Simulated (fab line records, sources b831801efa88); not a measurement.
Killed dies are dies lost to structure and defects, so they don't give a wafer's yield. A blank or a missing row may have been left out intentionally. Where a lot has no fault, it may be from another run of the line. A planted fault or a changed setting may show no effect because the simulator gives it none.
Struck lot and sound lot, side by side ; flow sky130 ; 35 steps out of a route of 708
Sound: these wafers, L711.1, L711.4, L711.6. Wafers L722.1, L722.2, L722.5 were the ones struck. At the end, the cause is stated.
Per side, at each step with rows, come the tool, then ch with its chambers, and then its first start. Under that, the readings that differ: sound wafers ; struck wafers ; difference of the means ; sigmas: that difference in standard deviations of wafers without a fault.
alike: a reading whose means differ by less than 2 such deviations, as well as words and numbers matching on both sides. not compared: withheld readings; readings where some wafer has no value; bounds like >300 that might hide an equal value; numbers whose values overlap and for which the record gives no deviation.
Wherever a step has rows on one side only, a row that says differs or no value, or a row with sigmas, the two part there. Numbers that have no deviation but don't overlap get no sigmas and don't part them. A reading missing from all wafers of one side parts the sides only when that side holds two or more wafers.

SKY_SD_P_CD_MEAS_07 targets a cd of 380 nm.
  sound on cdSem-01 at day 27 11:43; struck on cdSem-01 at day 31 07:47
reading;sound;struck;difference;sigmas
cdNm (nm);375.2 378.3 377.0;383.1 384.7 380.3;+5.9;+2
SKY_SD_P_OVL_MEAS_08:
  sound on overlay-02 at day 27 11:50; struck on overlay-01 at day 31 07:54
  alike: SD_P_OVL
then, 1 step without rows for these wafers: SKY_SD_P_IMPLANT_09.
SKY_SD_P_STRIP_10: strips in O2/N2.
  sound on plasmaAsher-04 ch 0,1, day 27 12:01; struck on plasmaAsher-01 ch 0,1, day 31 08:05
  alike: drypumpMotorCurrentA, oesProductAu, stripTimeToEndpointS
  not compared: rfHoursCounterH
SKY_SD_P_TW_MEAS_11:
  sound on filmMetro-04 at day 27 12:07; struck on filmMetro-03 at day 31 08:11
  alike: SD_P_TW
then, 7 steps without rows for these wafers: SKY_RES_XHIGH_DEHYDRATE_00 (time 60 s); SKY_RES_XHIGH_HMDS_01 (prime time 60 s); SKY_RES_XHIGH_COAT_02 (resist thk 1140 nm); SKY_RES_XHIGH_SOFTBAKE_03 (time 60 s); SKY_RES_XHIGH_EXPOSE_04 (exposes mask URPM, target cd 1270 nm); SKY_RES_XHIGH_PEB_05; SKY_RES_XHIGH_DEVELOP_06 (develop time 60 s).
SKY_RES_XHIGH_IMPLANT_07:
  sound on implanter-01 ch 0, day 28 16:04; struck on implanter-04 ch 0, day 32 10:47
reading;sound;struck;difference;sigmas
beamOnS (s);39.9 39.0 38.5;30.3 30.8 29.9;-8.8;-9
faradayCurrentUA;509 520 527;669 656 683;+151;+11
  alike: endStationPressureTorr
SKY_RES_XHIGH_STRIP_08: strips in O2/N2.
  sound on plasmaAsher-02 ch 0,1, day 28 16:13; struck on plasmaAsher-04 ch 0,1, day 32 10:56
reading;sound;struck;difference;sigmas
stripTimeToEndpointS (s);14.32 14.31 14.30;14.18 14.21 14.17;-0.12;-3
  alike: drypumpMotorCurrentA, oesProductAu
  not compared: rfHoursCounterH
SKY_RES_XHIGH_TW_MEAS_09:
  sound on filmMetro-04 at day 28 16:19; struck on filmMetro-03 at day 32 11:02
reading;sound;struck;difference;sigmas
RES_XHIGH_TW;1663 1673 1668;1548 1540 1544;-124;-10
then, 7 steps without rows for these wafers: SKY_SD_N_DEHYDRATE_00 (time 60 s); SKY_SD_N_HMDS_01 (prime time 60 s); SKY_SD_N_COAT_02 (resist thk 1140 nm); SKY_SD_N_SOFTBAKE_03 (time 60 s); SKY_SD_N_EXPOSE_04 (exposes mask NSDM, target cd 380 nm); SKY_SD_N_PEB_05; SKY_SD_N_DEVELOP_06 (develop time 60 s).
SKY_SD_N_CD_MEAS_07 targets a cd of 380 nm.
  sound on cdSem-01 at day 29 20:37; struck on cdSem-02 at day 33 13:56
  alike: cdNm
SKY_SD_N_OVL_MEAS_08:
  sound on overlay-02 at day 29 20:44; struck on overlay-02 at day 33 14:03
  alike: SD_N_OVL
then, 2 steps without rows for these wafers: SKY_SD_N_IMPLANT_09; SKY_SD_N_IMPLANT_10.
SKY_SD_N_STRIP_11: strips in O2/N2.
  sound on plasmaAsher-02 ch 0,1, day 29 21:05; struck on plasmaAsher-01 ch 0,1, day 33 14:23
  alike: drypumpMotorCurrentA, oesProductAu, stripTimeToEndpointS
  not compared: rfHoursCounterH
SKY_SD_N_TW_MEAS_12:
  sound on filmMetro-01 at day 29 21:11; struck on filmMetro-01 at day 33 14:29
  alike: SD_N_TW
then, 1 step without rows for these wafers: SKY_SD_N_CLEAN_13 (cleans in SC1/SC2, time 150 s).
SKY_SD_N_RTA_14: time 2 s.
  sound on rtpAnneal-01 ch 0, day 29 21:17; struck on rtpAnneal-01 ch 0, day 33 14:36
  alike: lampPowerPct, wafer_temp_C_max
SKY_SD_N_RS_MEAS_16: a four-point-probe measurement.
  sound on filmMetro-03 at day 29 21:28; struck on filmMetro-04 at day 33 14:46
  alike: SD_N_RS
SKY_SD_N_RS_MEAS_17: a four-point-probe measurement.
  sound on filmMetro-03 at day 29 21:35; struck on filmMetro-04 at day 33 14:53
  alike: SD_P_RS
SKY_SD_N_RS_MEAS_18: a four-point-probe measurement.
  sound on filmMetro-03 at day 29 21:42; struck on filmMetro-04 at day 33 15:01
reading;sound;struck;difference;sigmas
RES_XHIGH_RS (ohm/sq);332.5 332.0 332.7;389.3 390.3 391.7;+58.0;+45
then, 1 step without rows for these wafers: SKY_SALICIDE_CLEAN_00 (cleans in HF-last, time 30 s).
-- the record jumps here: 16 days lie between the struck wafers' starts before and after (it left off in module SALICIDE and takes up again in module PAD_OPEN, whose first step shown is number 708 of the route) --
SKY_PAD_OPEN_PROBE_99:
  sound on prober-02 at day 47 05:49; struck on prober-01 at day 49 18:14
reading;sound;struck;difference;sigmas
model.etest.resXhighPo.lineOhmUm;5494 5411 5565;8295 8958 8570;+3118;
model.etest.resXhighPo.rsOhmSq;1930 1890 1918;2912 3172 3009;+1118;
model.etest.resXhighPo.rsOhmSqRange;53.89 37.93 33.69;247.5 323.3 299.6;+248.3;
model.etest.resXhighPo.rsOhmSqRimLessCentre;-19.53 -30.72 -19.69;-205.6 -250.8 -222.1;-202.9;
  alike: killed_at_M0_to_M3, killed_at_M4_up, killedAtContacts, killedAtFrontEnd, killedAtOther, killedDies, killedOpen, killedShort

== WHERE THEY PART ==
Last at SKY_SD_N_RS_MEAS_18 as far as this record goes, first at SKY_SD_P_CD_MEAS_07. Later steps at which nothing parts them and some readings are alike: SKY_PAD_OPEN_PROBE_99.

WHY: the cause the simulator had injected
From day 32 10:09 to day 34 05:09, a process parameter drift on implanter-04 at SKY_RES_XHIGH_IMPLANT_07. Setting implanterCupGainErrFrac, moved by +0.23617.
